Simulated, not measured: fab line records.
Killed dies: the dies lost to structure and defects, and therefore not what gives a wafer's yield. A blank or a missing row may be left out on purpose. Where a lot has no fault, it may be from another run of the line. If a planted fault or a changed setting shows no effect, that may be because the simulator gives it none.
Which tool did it? | flow gf180mcu | 14 lots, 42 wafers sampled, at 2 steps of a route of 602

WHAT THE GAUGES READ, wafer by wafer
GF_VT_IMPLANT_TW_MEAS_21.
lot  | measured     | on            | VT_IMPLANT_2_TW
L666 | day 6 05:06  | film-metro-01 | 1221 1223 1221
L668 | day 6 17:06  | film-metro-02 | 1234 1230 1230
L669 | day 7 01:53  | film-metro-01 | 1228 1229 1233
L670 | day 7 05:32  | film-metro-01 | 1228 1228 1222
L671 | day 7 14:05  | film-metro-02 | 1223 1219 1225
L674 | day 8 10:44  | film-metro-02 | 1230 1227 1234
L675 | day 8 14:44  | film-metro-02 | 1233 1229 1232
L678 | day 9 08:49  | film-metro-04 | 1218 1210 1217
L679 | day 9 15:48  | film-metro-02 | 1228 1226 1226
L680 | day 10 00:00 | film-metro-02 | 1228 1225 1237
L681 | day 10 07:43 | film-metro-01 | 1234 1245 1231
L684 | day 10 23:09 | film-metro-02 | 1197 1203 1195
L687 | day 11 23:02 | film-metro-04 | 1184 1183 1183 1183 1181 1182
L689 | day 12 13:32 | film-metro-04 | 1225 1227 1217

EACH LOT AND THE TOOL THAT RAN IT (in order: tool; ch and the chambers of the sampled wafers; start)
lot  | GF_VT_IMPLANT_IMPLANT_19
L666 | implanter-04 ch 0, day 6 04:53
L668 | implanter-04 ch 0, day 6 16:52
L669 | implanter-03 ch 0, day 7 01:38
L670 | implanter-01 ch 0, day 7 05:17
L671 | implanter-01 ch 0, day 7 13:52
L674 | implanter-03 ch 0, day 8 10:31
L675 | implanter-04 ch 0, day 8 14:29
L678 | implanter-04 ch 0, day 9 08:35
L679 | implanter-03 ch 0, day 9 15:33
L680 | implanter-03 ch 0, day 9 23:46
L681 | implanter-01 ch 0, day 10 07:30
L684 | implanter-03 ch 0, day 10 22:54
L687 | implanter-03 ch 0, day 11 22:47
L689 | implanter-04 ch 0, day 12 13:17
- GF_VT_IMPLANT_IMPLANT_19

AS READ BY THE TOOLS THEMSELVES (means over the sampled wafers that have a number; for cases with no such wafer, the mark the record gives instead)
GF_VT_IMPLANT_IMPLANT_19.
lot  | tool         | beam-on-s (s) | dose-ions-cm2 | faraday-current-uA
L666 | implanter-04 | 9.96          | 4.350e+12     | 24.5
L668 | implanter-04 | 10.05         | 4.344e+12     | 24.4
L669 | implanter-03 | 9.79          | 4.348e+12     | 24.9
L670 | implanter-01 | 10.20         | 4.355e+12     | 24.0
L671 | implanter-01 | 9.93          | 4.349e+12     | 24.7
L674 | implanter-03 | 10.18         | 4.346e+12     | 24.1
L675 | implanter-04 | 9.85          | 4.352e+12     | 24.9
L678 | implanter-04 | 9.94          | 4.353e+12     | 24.7
L679 | implanter-03 | 9.75          | 4.352e+12     | 25.2
L680 | implanter-03 | 9.97          | 4.352e+12     | 24.7
L681 | implanter-01 | 10.09         | 4.353e+12     | 24.3
L684 | implanter-03 | 10.03         | 4.039e+12     | 22.7
L687 | implanter-03 | 9.91          | 4.033e+12     | 22.9
L689 | implanter-04 | 9.96          | 4.349e+12     | 24.6

THE ANSWER, worked out from the rows above alone
Rule: what is usual is taken from the lots themselves. The widest of any qualifying gaps counts: lots, ordered by their means at a reading, are off when they make up no more than a third of the lots, leave a main group of 4 or more, and stand apart from it by 3 or more times the standard deviation of that group's means. The tables above print the reading to a certain number of digits; a main group whose means all agree to those digits is not used. Also off: a lot with no number at a reading for which 4 or more lots have one. Any other lot the step has rows for is counted as sound. First the gauges in route order, then the tools' own readings, where a lot's mean is used as printed above. The first step at which some lot is off is used, and at that step the reading that is off furthest; a lot without a number counts as furthest.
Off: L684, L687, at GF_VT_IMPLANT_IMPLANT_19 (dose-ions-cm2). The main group has a mean of 4.350e+12 with a standard deviation of 3.1e+09.
A tool fits if, at that step or a process step before it, it ran every lot that is off, and no sound lot after the first of them. One candidate fits, namely implanter-03 at GF_VT_IMPLANT_IMPLANT_19. Its last sound lot is L680 (day 9 23:46), its first lot that is off L684 (day 10 22:54): a fault that began between those two fits.
The tool's own readings at GF_VT_IMPLANT_IMPLANT_19 bear it out: on the lots that are off they differ by more than 5 times the standard deviation of the sound lots' means. dose-ions-cm2 reads 4.036e+12 there against 4.350e+12 on the sound lots; faraday-current-uA reads 22.8 there against 24.6 on the sound lots.

WHAT THE SIMULATOR HAD INSERTED
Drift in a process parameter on implanter-03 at GF_VT_IMPLANT_IMPLANT_19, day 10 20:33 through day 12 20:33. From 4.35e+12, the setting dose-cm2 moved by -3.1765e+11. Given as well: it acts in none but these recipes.
Struck lots among those shown: L684, L687. This agrees with what the rule above found.
